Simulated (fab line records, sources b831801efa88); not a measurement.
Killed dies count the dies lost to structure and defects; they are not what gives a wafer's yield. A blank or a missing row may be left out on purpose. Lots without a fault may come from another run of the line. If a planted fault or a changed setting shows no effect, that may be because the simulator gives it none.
Which tool is to blame? / flow sky130 / Sampling: 15 lots, 45 wafers, 3 of 708 route steps

WHAT THE GAUGES READ, wafer by wafer
SKY_LDD_N_OVL_MEAS_07. Usual: LDD_N_OVL 0.3 nm, standard deviation 1.6.
lot=L849; measured=day 17 14:58; on=overlay-02; LDD_N_OVL (nm)=-0.9 -1.1 -2.6; flag=
lot=L850; measured=day 18 14:16; on=overlay-02; LDD_N_OVL (nm)=0.6 2.3 0.8; flag=
lot=L851; measured=day 18 21:34; on=overlay-02; LDD_N_OVL (nm)=1.8 2.0 -0.2; flag=
lot=L852; measured=day 19 04:48; on=overlay-01; LDD_N_OVL (nm)=-0.7 -1.9 -2.6; flag=
lot=L853; measured=day 20 10:31; on=overlay-02; LDD_N_OVL (nm)=2.7 2.5 1.9; flag=
lot=L854; measured=day 20 14:44; on=overlay-02; LDD_N_OVL (nm)=-2.6 -2.8 -3.6; flag=
lot=L857; measured=day 21 03:51; on=overlay-01; LDD_N_OVL (nm)=-2.0 -0.8 -2.3; flag=
lot=L858; measured=day 21 12:59; on=overlay-01; LDD_N_OVL (nm)=-1.4 -1.5 -0.6; flag=
lot=L859; measured=day 21 10:52; on=overlay-02; LDD_N_OVL (nm)=-0.6 -2.0 0.0; flag=
lot=L860; measured=day 21 23:20; on=overlay-02; LDD_N_OVL (nm)=1.5 1.7 1.1; flag=
lot=L862; measured=day 22 20:05; on=overlay-02; LDD_N_OVL (nm)=2.5 2.1 1.9; flag=
lot=L863; measured=day 23 05:33; on=overlay-01; LDD_N_OVL (nm)=0.4 0.9 0.7; flag=
lot=L865; measured=day 23 16:56; on=overlay-02; LDD_N_OVL (nm)=-0.1 0.1 -0.2; flag=
lot=L866; measured=day 24 03:04; on=overlay-02; LDD_N_OVL (nm)=3.6 2.2 3.3; flag=
lot=L871; measured=day 25 20:45; on=overlay-01; LDD_N_OVL (nm)=0.8 1.1 0.1; flag=

WHAT TOOL EACH LOT RAN ON (gives the tool, then ch and the chambers of the sampled wafers, and finally the start)
lot=L849; SKY_NWELL_RTA_28=rtpAnneal-02 ch 0, day 5 03:33; SKY_VT_ADJUST_HVTR_STRIP_10=plasmaAsher-03 ch 0,1, day 9 09:07
lot=L850; SKY_NWELL_RTA_28=rtpAnneal-02 ch 0, day 5 13:39; SKY_VT_ADJUST_HVTR_STRIP_10=plasmaAsher-01 ch 0,1, day 9 22:54
lot=L851; SKY_NWELL_RTA_28=rtpAnneal-01 ch 0, day 5 21:58; SKY_VT_ADJUST_HVTR_STRIP_10=plasmaAsher-03 ch 1, day 10 08:19
lot=L852; SKY_NWELL_RTA_28=rtpAnneal-01 ch 0, day 6 04:14; SKY_VT_ADJUST_HVTR_STRIP_10=plasmaAsher-01 ch 1, day 10 17:04
lot=L853; SKY_NWELL_RTA_28=rtpAnneal-01 ch 0, day 7 02:36; SKY_VT_ADJUST_HVTR_STRIP_10=plasmaAsher-03 ch 0,1, day 11 17:04
lot=L854; SKY_NWELL_RTA_28=rtpAnneal-01 ch 0, day 7 05:06; SKY_VT_ADJUST_HVTR_STRIP_10=plasmaAsher-03 ch 0,1, day 11 21:09
lot=L857; SKY_NWELL_RTA_28=rtpAnneal-02 ch 0, day 7 11:59; SKY_VT_ADJUST_HVTR_STRIP_10=plasmaAsher-02 ch 0,1, day 12 04:59
lot=L858; SKY_NWELL_RTA_28=rtpAnneal-01 ch 0, day 7 15:08; SKY_VT_ADJUST_HVTR_STRIP_10=plasmaAsher-02 ch 0,1, day 12 11:06
lot=L859; SKY_NWELL_RTA_28=rtpAnneal-02 ch 0, day 7 17:39; SKY_VT_ADJUST_HVTR_STRIP_10=plasmaAsher-03 ch 0,1, day 12 13:11
lot=L860; SKY_NWELL_RTA_28=rtpAnneal-01 ch 0, day 8 02:53; SKY_VT_ADJUST_HVTR_STRIP_10=plasmaAsher-01 ch 0,1, day 13 00:31
lot=L862; SKY_NWELL_RTA_28=rtpAnneal-01 ch 0, day 8 17:04; SKY_VT_ADJUST_HVTR_STRIP_10=plasmaAsher-02 ch 0,1, day 13 15:56
lot=L863; SKY_NWELL_RTA_28=rtpAnneal-02 ch 0, day 9 00:03; SKY_VT_ADJUST_HVTR_STRIP_10=plasmaAsher-02 ch 0,1, day 13 23:22
lot=L865; SKY_NWELL_RTA_28=rtpAnneal-02 ch 0, day 9 09:38; SKY_VT_ADJUST_HVTR_STRIP_10=plasmaAsher-01 ch 0,1, day 14 11:38
lot=L866; SKY_NWELL_RTA_28=rtpAnneal-01 ch 0, day 9 16:04; SKY_VT_ADJUST_HVTR_STRIP_10=plasmaAsher-02 ch 0,1, day 14 18:16
lot=L871; SKY_NWELL_RTA_28=rtpAnneal-02 ch 0, day 11 00:48; SKY_VT_ADJUST_HVTR_STRIP_10=plasmaAsher-01 ch 0,1, day 16 10:28
- SKY_NWELL_RTA_28: time 30 s.
- SKY_VT_ADJUST_HVTR_STRIP_10: strips in O2/N2.

WHAT THE TOOLS THEMSELVES READ (means of the sampled wafers that have a number; where no wafer has one, the mark that the record gives instead)
SKY_NWELL_RTA_28. Usual: lampPowerPct 25.30 %, standard deviation 0.052; wafer_temp_C_max 1054.8, standard deviation 0.88.
lot=L849; tool=rtpAnneal-02; lampPowerPct (%)=25.29; wafer_temp_C_max=1054.3; flag=
lot=L850; tool=rtpAnneal-02; lampPowerPct (%)=25.32; wafer_temp_C_max=1054.9; flag=
lot=L851; tool=rtpAnneal-01; lampPowerPct (%)=25.33; wafer_temp_C_max=1054.2; flag=
lot=L852; tool=rtpAnneal-01; lampPowerPct (%)=25.28; wafer_temp_C_max=1054.1; flag=
lot=L853; tool=rtpAnneal-01; lampPowerPct (%)=25.28; wafer_temp_C_max=1054.8; flag=
lot=L854; tool=rtpAnneal-01; lampPowerPct (%)=25.31; wafer_temp_C_max=1054.8; flag=
lot=L857; tool=rtpAnneal-02; lampPowerPct (%)=25.29; wafer_temp_C_max=1054.7; flag=
lot=L858; tool=rtpAnneal-01; lampPowerPct (%)=25.29; wafer_temp_C_max=1053.9; flag=
lot=L859; tool=rtpAnneal-02; lampPowerPct (%)=25.34; wafer_temp_C_max=1055.0; flag=
lot=L860; tool=rtpAnneal-01; lampPowerPct (%)=25.29; wafer_temp_C_max=1054.7; flag=
lot=L862; tool=rtpAnneal-01; lampPowerPct (%)=25.31; wafer_temp_C_max=1054.9; flag=
lot=L863; tool=rtpAnneal-02; lampPowerPct (%)=25.33; wafer_temp_C_max=1054.8; flag=
lot=L865; tool=rtpAnneal-02; lampPowerPct (%)=25.33; wafer_temp_C_max=1055.5; flag=
lot=L866; tool=rtpAnneal-01; lampPowerPct (%)=25.31; wafer_temp_C_max=1055.9; flag=
lot=L871; tool=rtpAnneal-02; lampPowerPct (%)=25.30; wafer_temp_C_max=1055.4; flag=

SKY_VT_ADJUST_HVTR_STRIP_10. Usual: drypumpMotorCurrentA 5.4 A, standard deviation 0.42; n2FlowSccm 300.1 sccm, standard deviation 0.84; oesProductAu 0.716 a.u., standard deviation 0.0046; stripTimeToEndpointS 14.17 s, standard deviation 0.034.
lot=L849; tool=plasmaAsher-03; drypumpMotorCurrentA (A)=5.3; n2FlowSccm (sccm)=300.1; oesProductAu (a.u.)=0.718; stripTimeToEndpointS (s)=14.18; flag=
lot=L850; tool=plasmaAsher-01; drypumpMotorCurrentA (A)=5.7; n2FlowSccm (sccm)=301.1; oesProductAu (a.u.)=0.714; stripTimeToEndpointS (s)=14.19; flag=
lot=L851; tool=plasmaAsher-03; drypumpMotorCurrentA (A)=5.2; n2FlowSccm (sccm)=300.6; oesProductAu (a.u.)=0.714; stripTimeToEndpointS (s)=14.15; flag=
lot=L852; tool=plasmaAsher-01; drypumpMotorCurrentA (A)=5.0; n2FlowSccm (sccm)=300.6; oesProductAu (a.u.)=0.707; stripTimeToEndpointS (s)=14.25; flag=
lot=L853; tool=plasmaAsher-03; drypumpMotorCurrentA (A)=5.2; n2FlowSccm (sccm)=299.1; oesProductAu (a.u.)=0.716; stripTimeToEndpointS (s)=14.17; flag=
lot=L854; tool=plasmaAsher-03; drypumpMotorCurrentA (A)=5.2; n2FlowSccm (sccm)=301.1; oesProductAu (a.u.)=0.716; stripTimeToEndpointS (s)=14.19; flag=
lot=L857; tool=plasmaAsher-02; drypumpMotorCurrentA (A)=5.3; n2FlowSccm (sccm)=300.0; oesProductAu (a.u.)=0.718; stripTimeToEndpointS (s)=14.23; flag=
lot=L858; tool=plasmaAsher-02; drypumpMotorCurrentA (A)=5.5; n2FlowSccm (sccm)=300.1; oesProductAu (a.u.)=0.716; stripTimeToEndpointS (s)=14.20; flag=
lot=L859; tool=plasmaAsher-03; drypumpMotorCurrentA (A)=5.2; n2FlowSccm (sccm)=300.4; oesProductAu (a.u.)=0.717; stripTimeToEndpointS (s)=14.18; flag=
lot=L860; tool=plasmaAsher-01; drypumpMotorCurrentA (A)=5.7; n2FlowSccm (sccm)=299.6; oesProductAu (a.u.)=0.716; stripTimeToEndpointS (s)=14.18; flag=
lot=L862; tool=plasmaAsher-02; drypumpMotorCurrentA (A)=5.5; n2FlowSccm (sccm)=300.1; oesProductAu (a.u.)=0.708; stripTimeToEndpointS (s)=14.18; flag=
lot=L863; tool=plasmaAsher-02; drypumpMotorCurrentA (A)=5.5; n2FlowSccm (sccm)=299.6; oesProductAu (a.u.)=0.717; stripTimeToEndpointS (s)=14.18; flag=
lot=L865; tool=plasmaAsher-01; drypumpMotorCurrentA (A)=5.4; n2FlowSccm (sccm)=299.5; oesProductAu (a.u.)=0.717; stripTimeToEndpointS (s)=14.15; flag=
lot=L866; tool=plasmaAsher-02; drypumpMotorCurrentA (A)=5.3; n2FlowSccm (sccm)=300.4; oesProductAu (a.u.)=0.715; stripTimeToEndpointS (s)=14.12; flag=
lot=L871; tool=plasmaAsher-01; drypumpMotorCurrentA (A)=5.7; n2FlowSccm (sccm)=300.5; oesProductAu (a.u.)=0.715; stripTimeToEndpointS (s)=14.14; flag=

THE ANSWER, worked out from the rows above alone
Rule: a lot is off if the mean of its wafers that have a number lies more than 3 standard deviations from the usual mean. A lot without any number at a reading at which 4 lots or more have one is off too. The other lots that the step has rows for count as sound. Order of review: gauges by route order, followed by the tools' own readings, for which a lot's mean as printed above is used. The first step at which some lot is off is used, and at that step the reading that is off furthest; a lot without a number counts as furthest.
None of the lots is off at any reading shown; this tells nothing.

WHAT WAS PUT IN BY THE SIMULATOR
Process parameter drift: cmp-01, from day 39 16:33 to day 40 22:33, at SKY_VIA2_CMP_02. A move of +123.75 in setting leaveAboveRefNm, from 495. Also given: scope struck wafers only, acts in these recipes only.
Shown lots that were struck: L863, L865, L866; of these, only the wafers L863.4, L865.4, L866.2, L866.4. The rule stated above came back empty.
